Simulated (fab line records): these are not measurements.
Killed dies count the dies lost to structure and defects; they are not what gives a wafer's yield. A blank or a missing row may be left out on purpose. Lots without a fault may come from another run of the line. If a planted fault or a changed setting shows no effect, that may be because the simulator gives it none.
Which of the tools did it? :: flow sky130 :: Sampling: 11 lots, 33 wafers, 6 of 708 route steps

== WHAT THE GAUGES SHOWED, per wafer ==
SKY_SD_N_CD_MEAS_07: target cd 380 nm. Usual: 379.9 nm for cd-nm, sd 2.8.
lot: L693
measured: day 27 23:22
on: cd-sem-01
cd-nm (nm): 380.1 376.3 378.0
flag: 

lot: L695
measured: day 28 10:23
on: cd-sem-02
cd-nm (nm): 379.1 379.5 376.6
flag: 

lot: L698
measured: day 29 07:32
on: cd-sem-01
cd-nm (nm): 377.2 375.5 375.8
flag: 

lot: L697
measured: day 29 12:29
on: cd-sem-01
cd-nm (nm): 381.7 379.4 380.1
flag: 

lot: L699
measured: day 30 00:34
on: cd-sem-01
cd-nm (nm): 379.0 379.8 379.1
flag: 

lot: L700
measured: day 30 08:44
on: cd-sem-01
cd-nm (nm): 382.4 381.4 383.8
flag: 

lot: L704
measured: day 31 00:40
on: cd-sem-02
cd-nm (nm): 379.7 380.5 378.7
flag: 

lot: L706
measured: day 32 12:04
on: cd-sem-01
cd-nm (nm): 383.2 384.8 382.7
flag: 

lot: L711
measured: day 33 17:21
on: cd-sem-02
cd-nm (nm): 376.9 378.4 377.1
flag: 

lot: L712
measured: day 34 19:37
on: cd-sem-01
cd-nm (nm): 383.5 385.0 383.7
flag: 

lot: L715
measured: day 35 05:18
on: cd-sem-01
cd-nm (nm): 383.9 384.6 384.0
flag: 

SKY_SD_N_RS_MEAS_16: a four-point-probe measurement. Usual: for SD_N_RS the level is 68.55 ohm/sq and the standard deviation is 0.11.
lot: L693
measured: day 28 00:13
on: film-metro-01
SD_N_RS (ohm/sq): 68.60 68.62 68.71
flag: 

lot: L695
measured: day 28 11:13
on: film-metro-03
SD_N_RS (ohm/sq): 68.46 68.43 68.49
flag: 

lot: L698
measured: day 29 08:23
on: film-metro-04
SD_N_RS (ohm/sq): 68.51 68.57 68.54
flag: 

lot: L697
measured: day 29 13:20
on: film-metro-04
SD_N_RS (ohm/sq): 68.55 68.36 68.44
flag: 

lot: L699
measured: day 30 12:05
on: film-metro-01
SD_N_RS (ohm/sq): 68.57 68.63 68.52
flag: 

lot: L700
measured: day 30 13:35
on: film-metro-01
SD_N_RS (ohm/sq): 68.52 68.44 68.53
flag: 

lot: L704
measured: day 31 01:31
on: film-metro-03
SD_N_RS (ohm/sq): 68.54 68.67 68.80
flag: 

lot: L706
measured: day 32 12:55
on: film-metro-01
SD_N_RS (ohm/sq): 67.82 67.66 67.76
flag: OFF

lot: L711
measured: day 33 18:11
on: film-metro-04
SD_N_RS (ohm/sq): 67.71 67.66 67.77
flag: OFF

lot: L712
measured: day 34 20:28
on: film-metro-03
SD_N_RS (ohm/sq): 68.59 68.57 68.82
flag: 

lot: L715
measured: day 35 06:08
on: film-metro-01
SD_N_RS (ohm/sq): 68.45 68.40 68.48
flag: 

SKY_LI_CONTACT_THK_MEAS_23: measures by xrf. Usual: for LI_CONTACT_W_THK the level is 411 nm and the standard deviation is 9.5.
lot: L693
measured: day 29 06:59
on: film-metro-01
LI_CONTACT_W_THK (nm): 414 408 408
flag: 

lot: L695
measured: day 30 10:39
on: film-metro-01
LI_CONTACT_W_THK (nm): 398 428 403
flag: 

lot: L698
measured: day 30 12:20
on: film-metro-03
LI_CONTACT_W_THK (nm): 422 420 417
flag: 

lot: L697
measured: day 30 13:46
on: film-metro-04
LI_CONTACT_W_THK (nm): 411 408 412
flag: 

lot: L699
measured: day 31 15:05
on: film-metro-01
LI_CONTACT_W_THK (nm): 412 409 414
flag: 

lot: L700
measured: day 31 19:54
on: film-metro-01
LI_CONTACT_W_THK (nm): 403 422 425
flag: 

lot: L704
measured: day 32 06:51
on: film-metro-01
LI_CONTACT_W_THK (nm): 406 409 408
flag: 

lot: L706
measured: day 33 18:33
on: film-metro-01
LI_CONTACT_W_THK (nm): 400 429 435
flag: 

lot: L711
measured: day 34 22:15
on: film-metro-04
LI_CONTACT_W_THK (nm): 406 408 432
flag: 

lot: L712
measured: day 36 00:38
on: film-metro-03
LI_CONTACT_W_THK (nm): 395 404 406
flag: 

lot: L715
measured: day 36 09:48
on: film-metro-04
LI_CONTACT_W_THK (nm): 406 405 409
flag: 

== TOOL THAT RAN EACH LOT (tool first, then ch and the chambers of the sampled wafers, then the start) ==
lot: L693
SKY_SD_N_IMPLANT_09: implanter-02 ch 0, day 27 23:31
SKY_SD_N_STRIP_11: plasma-asher-04 ch 0,1, day 27 23:49
SKY_LI_CONTACT_ETCH_14: rie-diel-01 ch 2,3, day 29 06:11

lot: L695
SKY_SD_N_IMPLANT_09: implanter-04 ch 0, day 28 10:33
SKY_SD_N_STRIP_11: plasma-asher-03 ch 0,1, day 28 10:49
SKY_LI_CONTACT_ETCH_14: rie-diel-01 ch 0,1,2, day 30 09:45

lot: L698
SKY_SD_N_IMPLANT_09: implanter-04 ch 0, day 29 07:42
SKY_SD_N_STRIP_11: plasma-asher-02 ch 0,1, day 29 07:58
SKY_LI_CONTACT_ETCH_14: rie-diel-04 ch 2,3, day 30 11:07

lot: L697
SKY_SD_N_IMPLANT_09: implanter-02 ch 0, day 29 12:39
SKY_SD_N_STRIP_11: plasma-asher-02 ch 0,1, day 29 12:56
SKY_LI_CONTACT_ETCH_14: rie-diel-03 ch 0,1,3, day 30 12:08

lot: L699
SKY_SD_N_IMPLANT_09: implanter-03 ch 0, day 30 10:34
SKY_SD_N_STRIP_11: plasma-asher-02 ch 0,1, day 30 10:56
SKY_LI_CONTACT_ETCH_14: rie-diel-04 ch 1,2,3, day 31 14:13

lot: L700
SKY_SD_N_IMPLANT_09: implanter-04 ch 0, day 30 12:20
SKY_SD_N_STRIP_11: plasma-asher-03 ch 0, day 30 12:38
SKY_LI_CONTACT_ETCH_14: rie-diel-04 ch 0,1,2, day 31 19:04

lot: L704
SKY_SD_N_IMPLANT_09: implanter-04 ch 0, day 31 00:50
SKY_SD_N_STRIP_11: plasma-asher-03 ch 0,1, day 31 01:08
SKY_LI_CONTACT_ETCH_14: rie-diel-01 ch 0,3, day 32 05:50

lot: L706
SKY_SD_N_IMPLANT_09: implanter-04 ch 0, day 32 12:14
SKY_SD_N_STRIP_11: plasma-asher-02 ch 0,1, day 32 12:32
SKY_LI_CONTACT_ETCH_14: rie-diel-01 ch 0,2, day 33 17:43

lot: L711
SKY_SD_N_IMPLANT_09: implanter-04 ch 0, day 33 17:31
SKY_SD_N_STRIP_11: plasma-asher-04 ch 0,1, day 33 17:47
SKY_LI_CONTACT_ETCH_14: rie-diel-03 ch 0,2,3, day 34 21:26

lot: L712
SKY_SD_N_IMPLANT_09: implanter-03 ch 0, day 34 19:47
SKY_SD_N_STRIP_11: plasma-asher-02 ch 0,1, day 34 20:05
SKY_LI_CONTACT_ETCH_14: rie-diel-03 ch 1,3, day 35 23:50

lot: L715
SKY_SD_N_IMPLANT_09: implanter-03 ch 0, day 35 05:28
SKY_SD_N_STRIP_11: plasma-asher-02 ch 0, day 35 05:44
SKY_LI_CONTACT_ETCH_14: rie-diel-01 ch 2,3, day 36 08:59
- SKY_SD_N_IMPLANT_09
- SKY_SD_N_STRIP_11: strips in O2/N2.
- SKY_LI_CONTACT_ETCH_14: etches BARC in N2/H2, stops on SiO2, time 45.9 s, target depth 60 nm.

== WHAT THE TOOLS THEMSELVES READ (means of the sampled wafers that have a number; where no wafer has one, the mark that the record gives instead) ==
SKY_SD_N_IMPLANT_09. Usual: beam-energy-keV 50.002, standard deviation 0.017; end-station-pressure-torr 1.44e-05 Torr, standard deviation 1.2e-06.
lot: L693
tool: implanter-02
beam-energy-keV: 50.021
end-station-pressure-torr (Torr): 1.32e-05
flag: 

lot: L695
tool: implanter-04
beam-energy-keV: 50.002
end-station-pressure-torr (Torr): 1.61e-05
flag: 

lot: L698
tool: implanter-04
beam-energy-keV: 50.001
end-station-pressure-torr (Torr): 1.60e-05
flag: 

lot: L697
tool: implanter-02
beam-energy-keV: 50.006
end-station-pressure-torr (Torr): 1.40e-05
flag: 

lot: L699
tool: implanter-03
beam-energy-keV: 50.000
end-station-pressure-torr (Torr): 1.31e-05
flag: 

lot: L700
tool: implanter-04
beam-energy-keV: 49.988
end-station-pressure-torr (Torr): 1.58e-05
flag: 

lot: L704
tool: implanter-04
beam-energy-keV: 50.005
end-station-pressure-torr (Torr): 1.61e-05
flag: 

lot: L706
tool: implanter-04
beam-energy-keV: 50.015
end-station-pressure-torr (Torr): 4.34e-05
flag: OFF

lot: L711
tool: implanter-04
beam-energy-keV: 49.975
end-station-pressure-torr (Torr): 4.71e-05
flag: OFF

lot: L712
tool: implanter-03
beam-energy-keV: 50.003
end-station-pressure-torr (Torr): 1.40e-05
flag: 

lot: L715
tool: implanter-03
beam-energy-keV: 50.030
end-station-pressure-torr (Torr): 1.39e-05
flag: 

SKY_SD_N_STRIP_11. Usual: chamber-pressure-mTorr 1500.1 mTorr, standard deviation 1.3; drypump-motor-current-A 5.7 A, standard deviation 0.65; oes-product-au 0.527 a.u., standard deviation 0.0044; strip-time-to-endpoint-s 22.54 s, standard deviation 0.039.
lot: L693
tool: plasma-asher-04
chamber-pressure-mTorr (mTorr): 1500.3
drypump-motor-current-A (A): 5.3
oes-product-au (a.u.): 0.527
strip-time-to-endpoint-s (s): 22.53
flag: 

lot: L695
tool: plasma-asher-03
chamber-pressure-mTorr (mTorr): 1499.3
drypump-motor-current-A (A): 5.6
oes-product-au (a.u.): 0.524
strip-time-to-endpoint-s (s): 22.52
flag: 

lot: L698
tool: plasma-asher-02
chamber-pressure-mTorr (mTorr): 1500.5
drypump-motor-current-A (A): 5.8
oes-product-au (a.u.): 0.528
strip-time-to-endpoint-s (s): 22.62
flag: 

lot: L697
tool: plasma-asher-02
chamber-pressure-mTorr (mTorr): 1499.7
drypump-motor-current-A (A): 5.8
oes-product-au (a.u.): 0.527
strip-time-to-endpoint-s (s): 22.56
flag: 

lot: L699
tool: plasma-asher-02
chamber-pressure-mTorr (mTorr): 1499.7
drypump-motor-current-A (A): 5.8
oes-product-au (a.u.): 0.525
strip-time-to-endpoint-s (s): 22.54
flag: 

lot: L700
tool: plasma-asher-03
chamber-pressure-mTorr (mTorr): 1500.5
drypump-motor-current-A (A): 5.0
oes-product-au (a.u.): 0.525
strip-time-to-endpoint-s (s): 22.48
flag: 

lot: L704
tool: plasma-asher-03
chamber-pressure-mTorr (mTorr): 1500.3
drypump-motor-current-A (A): 5.3
oes-product-au (a.u.): 0.527
strip-time-to-endpoint-s (s): 22.54
flag: 

lot: L706
tool: plasma-asher-02
chamber-pressure-mTorr (mTorr): 1501.3
drypump-motor-current-A (A): 6.3
oes-product-au (a.u.): 0.523
strip-time-to-endpoint-s (s): 22.90
flag: OFF

lot: L711
tool: plasma-asher-04
chamber-pressure-mTorr (mTorr): 1499.5
drypump-motor-current-A (A): 5.5
oes-product-au (a.u.): 0.521
strip-time-to-endpoint-s (s): 22.85
flag: OFF

lot: L712
tool: plasma-asher-02
chamber-pressure-mTorr (mTorr): 1499.0
drypump-motor-current-A (A): 5.8
oes-product-au (a.u.): 0.531
strip-time-to-endpoint-s (s): 22.54
flag: 

lot: L715
tool: plasma-asher-02
chamber-pressure-mTorr (mTorr): 1499.6
drypump-motor-current-A (A): 6.7
oes-product-au (a.u.): 0.526
strip-time-to-endpoint-s (s): 22.56
flag: 

SKY_LI_CONTACT_ETCH_14. Usual: chamber-pressure-mTorr 30.002 mTorr, standard deviation 0.027; drypump-motor-current-A 5.6 A, standard deviation 0.4; oes-product-au 0.854 a.u., standard deviation 0.0046; throttle-valve-pct 13.225 %, standard deviation 0.0085.
lot: L693
tool: rie-diel-01
chamber-pressure-mTorr (mTorr): 29.996
drypump-motor-current-A (A): 6.1
oes-product-au (a.u.): 0.857
throttle-valve-pct (%): 13.218
flag: 

lot: L695
tool: rie-diel-01
chamber-pressure-mTorr (mTorr): 29.995
drypump-motor-current-A (A): 5.7
oes-product-au (a.u.): 0.853
throttle-valve-pct (%): 13.226
flag: 

lot: L698
tool: rie-diel-04
chamber-pressure-mTorr (mTorr): 29.998
drypump-motor-current-A (A): 5.3
oes-product-au (a.u.): 0.857
throttle-valve-pct (%): 13.228
flag: 

lot: L697
tool: rie-diel-03
chamber-pressure-mTorr (mTorr): 29.992
drypump-motor-current-A (A): 5.3
oes-product-au (a.u.): 0.848
throttle-valve-pct (%): 13.220
flag: 

lot: L699
tool: rie-diel-04
chamber-pressure-mTorr (mTorr): 29.996
drypump-motor-current-A (A): 5.5
oes-product-au (a.u.): 0.855
throttle-valve-pct (%): 13.222
flag: 

lot: L700
tool: rie-diel-04
chamber-pressure-mTorr (mTorr): 30.039
drypump-motor-current-A (A): 5.4
oes-product-au (a.u.): 0.853
throttle-valve-pct (%): 13.228
flag: 

lot: L704
tool: rie-diel-01
chamber-pressure-mTorr (mTorr): 30.012
drypump-motor-current-A (A): 5.8
oes-product-au (a.u.): 0.857
throttle-valve-pct (%): 13.222
flag: 

lot: L706
tool: rie-diel-01
chamber-pressure-mTorr (mTorr): 29.997
drypump-motor-current-A (A): 5.7
oes-product-au (a.u.): 0.852
throttle-valve-pct (%): 13.223
flag: 

lot: L711
tool: rie-diel-03
chamber-pressure-mTorr (mTorr): 30.021
drypump-motor-current-A (A): 5.5
oes-product-au (a.u.): 0.850
throttle-valve-pct (%): 13.226
flag: 

lot: L712
tool: rie-diel-03
chamber-pressure-mTorr (mTorr): 30.008
drypump-motor-current-A (A): 5.6
oes-product-au (a.u.): 0.854
throttle-valve-pct (%): 13.220
flag: 

lot: L715
tool: rie-diel-01
chamber-pressure-mTorr (mTorr): 29.996
drypump-motor-current-A (A): 6.1
oes-product-au (a.u.): 0.856
throttle-valve-pct (%): 13.223
flag: 

== THE ANSWER, worked out from the rows above alone ==
Rule: lot off if the mean of its wafers having a number is beyond 3 standard deviations from the usual mean. A lot without any number at a reading at which 4 lots or more have one is off too. All remaining lots with rows at the step are treated as sound. First the gauges in route order, then the tools' own readings, where a lot's mean is used as printed above. At the first step where some lot is off, the reading lying furthest off is the one used; lots without a number count as furthest.
Off: L706, L711, seen at SKY_SD_N_RS_MEAS_16 (SD_N_RS).
A tool fits if, at a process step before that reading, it ran every lot that is off, and no sound lot after the first of them. Not tried: the gauges at SKY_SD_N_RS_MEAS_16; whatever is off there is also off at SKY_SD_N_IMPLANT_09, on other tools, and gauge error can't account for it. One fits: SKY_SD_N_IMPLANT_09 on implanter-04. Its last sound lot is L704 (day 31 00:50), its first lot that is off L706 (day 32 12:14): a fault that began between those two fits.
The tool's own readings at SKY_SD_N_IMPLANT_09 bear it out: on the lots that are off they differ by more than 5 times the standard deviation of the sound lots' means. end-station-pressure-torr reads 4.53e-05 Torr there against 1.47e-05 Torr on the sound lots.

== WHAT THE SIMULATOR HAD PUT IN ==
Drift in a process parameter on implanter-04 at SKY_SD_N_IMPLANT_09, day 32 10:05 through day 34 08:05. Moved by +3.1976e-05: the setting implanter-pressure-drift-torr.
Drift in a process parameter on implanter-04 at SKY_SD_N_IMPLANT_09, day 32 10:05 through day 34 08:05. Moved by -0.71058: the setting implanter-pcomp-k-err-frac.
Struck lots among those shown: L706, L711. The rule above reached the same finding.
